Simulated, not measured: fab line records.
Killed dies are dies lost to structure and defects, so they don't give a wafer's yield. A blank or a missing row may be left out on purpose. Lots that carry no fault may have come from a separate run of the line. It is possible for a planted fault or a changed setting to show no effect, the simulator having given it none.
Struck lot and sound lot, side by side ; flow sky130 ; 18 out of 708 route steps
Sound: wafers L309.1, L309.3, L309.5. The struck wafers were L313.1, L313.4, L313.5. At the end, the cause is stated.
At each step with rows: each side's tool, then ch and its chambers, then its first start. Under that, the readings that differ: sound wafers ; struck wafers ; difference of the means ; sigmas: that difference in standard deviations of wafers without a fault.
alike: same words and numbers on both sides, and readings whose means sit less than 2 such deviations apart. not compared: any withheld reading, any reading some wafer has no value for, any bound like >300 that may hide the same value, and any number with overlapping values for which the record gives no deviation.
The two part at a step that has a row with sigmas, a row that says differs or no value, or rows on one side only. Numbers that have no deviation but don't overlap get no sigmas and don't part them. A reading missing from all wafers of one side parts the sides only when that side holds two or more wafers.

SKY_METAL4_SPUTTER_02: material AlCu, target thk 735 nm, time 39.1 s.
  sound on pvd_sputter-01, day 42 15:14; struck on pvd_sputter-01, day 43 08:01
  alike: throttle_valve_pct
SKY_METAL4_SPUTTER_03: material Ti, target thk 5 nm, time 3.3 s.
  sound on pvd_sputter-01, day 42 15:17; struck on pvd_sputter-01, day 43 08:03
  alike: throttle_valve_pct
SKY_METAL4_SPUTTER_04: material TiN, target thk 70 nm, time 58.3 s.
  sound on pvd_sputter-01, day 42 15:18; struck on pvd_sputter-01, day 43 08:04
  alike: throttle_valve_pct
SKY_CAP2M_CVD_00: deposits SiO2, target thk 15.5 nm.
  sound on pecvd-03 ch 1,2, day 42 15:21; struck on pecvd-02 ch 0,2, day 43 08:07
  alike: heater_power_w
SKY_CAP2M_THK_MEAS_01:
  sound on film_metro-04, day 42 15:22; struck on film_metro-01, day 43 08:09
  alike: CAP2M_CVD_00_THK
SKY_CAP2M_SPUTTER_02: material TiN, target thk 200 nm, time 166.7 s.
  sound on pvd_sputter-03, day 42 15:26; struck on pvd_sputter-04, day 43 08:13
  alike: throttle_valve_pct
SKY_CAP2M_RS_MEAS_03: the measuring method here is four-point-probe.
  sound on film_metro-04, day 42 15:33; struck on film_metro-04, day 43 08:19
  alike: CAP2M_TIN_RS
SKY_CAP2M_THK_MEAS_04: measures by xrf.
  sound on film_metro-04, day 42 15:40; struck on film_metro-04, day 43 08:26
  alike: CAP2M_TIN_THK
then, 4 steps without rows for these wafers: SKY_CAP2M_DEHYDRATE_05 (time 60 s); SKY_CAP2M_HMDS_06 (prime time 60 s); SKY_CAP2M_COAT_07 (resist thk 1140 nm); SKY_CAP2M_SOFTBAKE_08 (time 60 s).
SKY_CAP2M_EXPOSE_09: exposes mask CAP2M, target cd 1000 nm.
  sound on iline_stepper-01 ch 0, day 43 03:42; struck on iline_stepper-01 ch 0, day 43 20:35
reading;sound;struck;difference;sigmas
model.CAP2M.overlay_x_nm (nm);1.157 1.157 1.157;245 245 245;+244;
  alike: mask, reticle_temp_C
then, 2 steps without rows for these wafers: SKY_CAP2M_PEB_10; SKY_CAP2M_DEVELOP_11 (develop time 60 s).
SKY_CAP2M_OVL_MEAS_12:
  sound on overlay-02, day 43 15:20; struck on overlay-01, day 44 07:05
reading;sound;struck;difference;sigmas
CAP2M_OVL (nm);-2.3 -0.7 -2.2;243.5 243.9 244.6;+245.7;+99 or more
then, 1 step without rows for these wafers: SKY_CAP2M_METAL_ETCH_13 (etches TiN in Cl2/BCl3, stops on SiO2, target depth 220 nm, time 62.9 s).
-- the record jumps here: 5 days lie between the struck wafers' starts before and after (it left off in module CAP2M and takes up again in module PAD_OPEN, whose first step shown is number 708 of the route) --
SKY_PAD_OPEN_PROBE_99:
  sound on prober-01, day 48 05:24; struck on prober-02, day 48 22:20
reading;sound;struck;difference;sigmas
defect_limited_yield (%);85.8 84.1 83.9;0 0 0;-85;-42
killed_at_M0_to_M3;39 41 38;56 48 55;+14;+2
killed_at_other;0 0 0;399 410 396;+402;+99 or more
killed_dies;70 78 79;492 492 492;+416;+42
killed_on_rim;18 17 12;96 96 96;+80;+23
sort_bin_3_pad_short (%);0.8 0.6 1.4;40.7 40.7 40.2;+39.6;+97
sort_bin_5_function (%);6.9 9.1 8.5;51.6 53.9 53.0;+44.7;+32
sort_n_pass;422 414 413;0 0 0;-416;-42
sort_yield_pct (%);85.8 84.1 83.9;0 0 0;-85;-42
  alike: killed_at_M4_up, killed_at_contacts, killed_at_front_end, killed_open, killed_short, sort_bin_6_memory

== WHERE THEY PART ==
Earliest at SKY_CAP2M_OVL_MEAS_12; latest, in this record, at SKY_PAD_OPEN_PROBE_99.

WHY: the cause the simulator had injected
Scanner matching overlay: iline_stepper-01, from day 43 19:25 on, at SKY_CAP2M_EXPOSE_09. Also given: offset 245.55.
